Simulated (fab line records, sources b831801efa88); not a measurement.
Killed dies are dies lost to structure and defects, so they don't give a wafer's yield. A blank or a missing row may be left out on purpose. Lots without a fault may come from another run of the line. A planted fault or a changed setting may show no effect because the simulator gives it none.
Which tool did it? | flow sky130 | 13 lots, 39 wafers sampled, at 3 steps of a route of 708

WHAT THE GAUGES READ, wafer by wafer
SKY_CAP2M_RS_MEAS_03: measures by four-point-probe.
lot  | measured     | on            | CAP2M_TIN_RS (ohm/sq)
L111 | day 40 00:44 | film_metro-02 | 6.83 6.96 6.93
L112 | day 40 01:08 | film_metro-03 | 7.13 7.03 7.11
L114 | day 40 12:42 | film_metro-04 | 6.86 6.97 6.97
L115 | day 40 18:51 | film_metro-04 | 6.95 6.94 6.92
L116 | day 41 04:52 | film_metro-03 | 7.00 6.93 7.02
L117 | day 41 10:08 | film_metro-02 | 6.90 6.90 6.88
L118 | day 42 00:52 | film_metro-02 | 6.88 6.86 6.81
L121 | day 42 19:00 | film_metro-02 | 6.84 6.99 6.85
L125 | day 44 12:25 | film_metro-04 | 7.01 6.99 7.05
L126 | day 44 16:19 | film_metro-04 | 6.93 6.89 6.98
L130 | day 45 10:01 | film_metro-03 | 6.96 6.91 6.87
L132 | day 45 13:22 | film_metro-04 | 7.00 6.93 7.03
L133 | day 46 01:31 | film_metro-02 | 6.92 6.97 6.96

SKY_VIA4_OVL_MEAS_11.
lot  | measured     | on         | VIA4_OVL (nm)
L111 | day 43 02:08 | overlay-01 | -0.2 0.4 1.8
L112 | day 43 03:15 | overlay-01 | -2.0 -0.5 -1.3
L114 | day 43 13:59 | overlay-01 | -0.6 0.9 -0.2
L115 | day 43 20:56 | overlay-02 | 1.6 1.2 1.6
L116 | day 44 05:00 | overlay-02 | 1.5 0.8 -0.4
L117 | day 44 09:29 | overlay-01 | -0.9 -0.8 -0.3
L118 | day 44 22:48 | overlay-02 | -0.3 0.0 -0.6
L121 | day 45 15:28 | overlay-02 | -3.1 -3.0 0.0
L125 | day 47 05:21 | overlay-01 | -1.4 -2.6 -1.3
L126 | day 47 10:11 | overlay-01 | 2.5 1.5 0.4
L130 | day 48 01:17 | overlay-02 | 2.1 0.6 1.3
L132 | day 48 03:54 | overlay-01 | 0.0 0.3 0.0
L133 | day 48 14:14 | overlay-01 | -0.3 0.6 0.7

WHICH TOOL RAN EACH LOT (tool, then ch and the chambers of the sampled wafers, then the start)
lot  | SKY_SONOS_TUNNEL_WET_ETCH_10
L111 | wet_bench-02 ch 1, day 11 09:20
L112 | wet_bench-02 ch 3, day 11 14:29
L114 | wet_bench-04 ch 2, day 12 03:42
L115 | wet_bench-04 ch 1, day 12 12:24
L116 | wet_bench-02 ch 3, day 12 21:42
L117 | wet_bench-04 ch 2, day 13 04:03
L118 | wet_bench-02 ch 3, day 13 17:17
L121 | wet_bench-04 ch 3, day 14 16:18
L125 | wet_bench-02 ch 0, day 16 16:21
L126 | wet_bench-02 ch 2, day 16 23:27
L130 | wet_bench-03 ch 1, day 18 01:00
L132 | wet_bench-03 ch 0, day 18 09:20
L133 | wet_bench-04 ch 0, day 18 19:47
- SKY_SONOS_TUNNEL_WET_ETCH_10: etches SiO2 in dHF, target depth 14 nm, time 280 s.

WHAT THE TOOLS THEMSELVES READ (means of the sampled wafers that have a number; where no wafer has one, the mark that the record gives instead)
The record holds no such reading with a usual standard deviation.

THE ANSWER, worked out from the rows above alone
Rule: what is usual is taken from the lots themselves. Put in order of their means at a reading, lots are off if they are a third of the lots or fewer, leave a main group of 4 or more, and stand apart from it by a gap of 3 or more times the standard deviation of the main group's means; of several such gaps the widest counts. A main group whose means are all the same, to the digits that the tables above print for the reading, isn't used. A lot without any number at a reading at which 4 lots or more have one is off too. The other lots that the step has rows for count as sound. The gauges are gone through in route order, then the tools' own readings, and for those a lot's mean is taken as printed above. The first step at which some lot is off is used, and at that step the reading that is off furthest; a lot without a number counts as furthest.
No lot is off at any reading shown: from this, nothing can be told.

WHAT THE SIMULATOR HAD PUT IN
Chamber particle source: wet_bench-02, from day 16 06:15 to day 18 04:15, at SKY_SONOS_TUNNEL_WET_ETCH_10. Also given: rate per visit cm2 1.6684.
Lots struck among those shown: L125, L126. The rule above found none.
